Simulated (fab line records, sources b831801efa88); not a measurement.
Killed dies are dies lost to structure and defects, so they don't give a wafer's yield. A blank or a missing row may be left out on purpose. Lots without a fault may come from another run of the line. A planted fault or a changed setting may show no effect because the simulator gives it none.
Which tool did it? | flow sky130 | 7 lots, 21 wafers sampled, at 5 steps of a route of 708

WHAT THE GAUGES READ, wafer by wafer
SKY_LDD_N_TW_MEAS_17.
lot  | measured     | on            | LDD_N_TW
L338 | day 18 03:01 | film_metro-01 | 2566 2570 2563
L343 | day 20 20:22 | film_metro-01 | 2556 2564 2575
L346 | day 21 13:25 | film_metro-01 | 2572 2576 2574
L348 | day 22 04:48 | film_metro-01 | 2574 2566 2577
L353 | day 24 01:07 | film_metro-03 | 2550 2557 2562
L356 | day 24 20:11 | film_metro-04 | 2448 2447 2434
L360 | day 26 01:16 | film_metro-03 | 2581 2571 2562

WHICH TOOL RAN EACH LOT (tool, then ch and the chambers of the sampled wafers, then the start)
lot  | SKY_GATE_OXIDE_STRIP_13              | SKY_POLY_GATE_STRIP_18               | SKY_LDD_N_IMPLANT_11            | SKY_LDD_N_STRIP_16
L338 | plasma_asher-02 ch 0,1, day 14 04:40 | plasma_asher-03 ch 0,1, day 16 16:32 | implanter-04 ch 0, day 18 02:10 | plasma_asher-04 ch 0,1, day 18 02:54
L343 | plasma_asher-04 ch 1, day 16 15:30   | plasma_asher-02 ch 1, day 19 10:53   | implanter-04 ch 0, day 20 19:31 | plasma_asher-04 ch 0,1, day 20 20:16
L346 | plasma_asher-02 ch 0,1, day 17 07:31 | plasma_asher-03 ch 0,1, day 20 03:33 | implanter-01 ch 0, day 21 12:34 | plasma_asher-03 ch 0,1, day 21 13:19
L348 | plasma_asher-01 ch 0,1, day 18 00:05 | plasma_asher-02 ch 0,1, day 20 18:54 | implanter-01 ch 0, day 22 03:57 | plasma_asher-03 ch 0,1, day 22 04:42
L353 | plasma_asher-01 ch 0,1, day 19 20:50 | plasma_asher-01 ch 0,1, day 22 16:24 | implanter-01 ch 0, day 24 00:16 | plasma_asher-01 ch 0,1, day 24 01:01
L356 | plasma_asher-01 ch 0,1, day 20 15:43 | plasma_asher-03 ch 0,1, day 23 10:25 | implanter-01, day 24 19:22      | plasma_asher-04 ch 0,1, day 24 20:05
L360 | plasma_asher-02 ch 0,1, day 21 21:42 | plasma_asher-02 ch 0,1, day 24 16:49 | implanter-04 ch 0, day 26 00:27 | plasma_asher-04 ch 0,1, day 26 01:11
- SKY_GATE_OXIDE_STRIP_13: strips in O2/N2.
- SKY_POLY_GATE_STRIP_18: strips in O2/N2.
- SKY_LDD_N_IMPLANT_11
- SKY_LDD_N_STRIP_16: strips in O2/N2.

THE ANSWER, worked out from the rows above alone
Rule: what is usual is taken from the lots themselves. Put in order of their means at a reading, lots are off if they are a third of the lots or fewer, leave a main group of 4 or more, and stand apart from it by a gap of 3 or more times the standard deviation of the main group's means; of several such gaps the widest counts. A main group whose means are all the same, to the digits that the tables above print for the reading, isn't used. A lot without any number at a reading at which 4 lots or more have one is off too. The other lots that the step has rows for count as sound.
Off: L356, at SKY_LDD_N_TW_MEAS_17 (LDD_N_TW). The main group: mean 2568, standard deviation 6.
A tool fits if, at a process step before that reading, it ran every lot that is off, and no sound lot after the first of them. The gauges at SKY_LDD_N_TW_MEAS_17 are tried like those tools. Can't be told from this: 4 tools fit, plasma_asher-01 at SKY_GATE_OXIDE_STRIP_13, plasma_asher-03 at SKY_POLY_GATE_STRIP_18, implanter-01 at SKY_LDD_N_IMPLANT_11, film_metro-04 at SKY_LDD_N_TW_MEAS_17.

WHAT THE SIMULATOR HAD PUT IN
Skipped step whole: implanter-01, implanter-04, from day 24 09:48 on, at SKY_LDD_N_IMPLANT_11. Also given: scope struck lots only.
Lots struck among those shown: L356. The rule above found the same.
